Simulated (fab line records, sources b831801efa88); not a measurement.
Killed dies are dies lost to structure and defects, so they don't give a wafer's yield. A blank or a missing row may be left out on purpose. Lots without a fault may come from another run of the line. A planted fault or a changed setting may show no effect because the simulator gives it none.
Matching of chambers ; flow gf180mcu ; GF_M5_ETCH_09 on rie diel-04 has 4 sister chambers
The step etches Si3N4 in CF4/O2, target depth 52 nm, time 11.6 s. 8 wafers are shown with their chamber, then 8 later ones without.

WAFERS, EACH WITH ITS CHAMBER
wafer;chamber;oes product au (a.u.);throttle valve pct (%)
L076.1;3;1.004;5.964
L076.3;1;1.001;5.971
L081.1;0;1.018;5.963
L081.2;3;0.998;5.970
L085.2;0;1.012;5.984
L085.3;2;0.990;5.970
L085.5;1;1.015;5.975
L087.1;2;0.978;5.969

WAFERS WHOSE CHAMBER IS MISSING
wafer;oes product au (a.u.);throttle valve pct (%)
L087.3;0.998;5.975
L087.6;0.998;5.966
L090.1;1.001;5.975
L090.2;0.978;5.958
L090.3;1.010;5.967
L095.4;1.007;5.967
L095.5;0.989;5.966
L095.6;0.983;5.961

WHICH CHAMBER EACH ONE RAN IN
wafer;from the rows above;in truth
L087.3;can't be placed: 3 or 1 or 2 or 0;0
L087.6;can't be placed: 3 or 1 or 2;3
L090.1;can't be placed: 1 or 3 or 0 or 2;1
L090.2;can't be placed: 2 or 3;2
L090.3;can't be placed: 1 or 0 or 3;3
L095.4;can't be placed: 1 or 3 or 0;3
L095.5;can't be placed: 2 or 3 or 1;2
L095.6;can't be placed: 2 or 3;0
Correct placement for 0 of the 8. From these rows, 8 cannot be placed; in 7 the true chamber is one of the candidates. Placed wrongly: 0.
How it was worked out, from the rows above alone: a wafer's distance from a chamber is the root of the sum, over the readings, of the square of ((its reading less the chamber's mean) divided by the reading's scatter). The wafer belongs to the nearest chamber; if the next one is less than 2 further off, it can't be placed. For every chamber, the mean is computed from those of its wafers that are shown. How the scatter is found: for the shown wafers, subtract from each reading the mean of its chamber, square and add these, divide the total by (wafers less chambers), then take the root.
